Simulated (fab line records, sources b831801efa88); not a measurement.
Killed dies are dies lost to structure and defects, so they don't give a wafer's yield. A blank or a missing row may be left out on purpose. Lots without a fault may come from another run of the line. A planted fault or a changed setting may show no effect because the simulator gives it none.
Which tool did it? | flow gf180mcu | 6 lots, 18 wafers sampled, at 2 steps of a route of 602

WHAT THE GAUGES READ, wafer by wafer
GF_HV_LDD_RS_MEAS_53: measures by four-point-probe.
lot  | measured     | on            | HV_LDD_RS (ohm/sq)
L568 | day 12 15:30 | film_metro-04 | 418.8 418.7 419.2
L570 | day 13 08:05 | film_metro-02 | 417.8 417.7 418.2
L572 | day 14 12:15 | film_metro-04 | 417.2 417.6 417.5
L576 | day 15 16:02 | film_metro-04 | 418.7 419.5 418.9
L579 | day 16 15:34 | film_metro-02 | 418.6 417.3 419.3
L587 | day 19 04:19 | film_metro-02 | 423.9 425.9 424.1

WHICH TOOL RAN EACH LOT (tool, then ch and the chambers of the sampled wafers, then the start)
lot  | GF_HV_LDD_IMPLANT_34
L568 | implanter-03 ch 0, day 11 19:20
L570 | implanter-03 ch 0, day 12 10:56
L572 | implanter-01 ch 0, day 13 15:27
L576 | implanter-01 ch 0, day 14 17:32
L579 | implanter-03 ch 0, day 15 16:48
L587 | implanter-03 ch 0, day 18 03:19
- GF_HV_LDD_IMPLANT_34

THE ANSWER, worked out from the rows above alone
Rule: what is usual is taken from the lots themselves. Put in order of their means at a reading, lots are off if they are a third of the lots or fewer, leave a main group of 4 or more, and stand apart from it by a gap of 3 or more times the standard deviation of the main group's means; of several such gaps the widest counts. A main group whose means are all the same, to the digits that the tables above print for the reading, isn't used. A lot without any number at a reading at which 4 lots or more have one is off too. The other lots that the step has rows for count as sound.
Off: L587, at GF_HV_LDD_RS_MEAS_53 (HV_LDD_RS). The main group: mean 418.3 ohm/sq, standard deviation 0.6.
A tool fits if, at a process step before that reading, it ran every lot that is off, and no sound lot after the first of them. The gauges at GF_HV_LDD_RS_MEAS_53 are tried like those tools. Can't be told from this: 2 tools fit, implanter-03 at GF_HV_LDD_IMPLANT_34, film_metro-02 at GF_HV_LDD_RS_MEAS_53.

WHAT THE SIMULATOR HAD PUT IN
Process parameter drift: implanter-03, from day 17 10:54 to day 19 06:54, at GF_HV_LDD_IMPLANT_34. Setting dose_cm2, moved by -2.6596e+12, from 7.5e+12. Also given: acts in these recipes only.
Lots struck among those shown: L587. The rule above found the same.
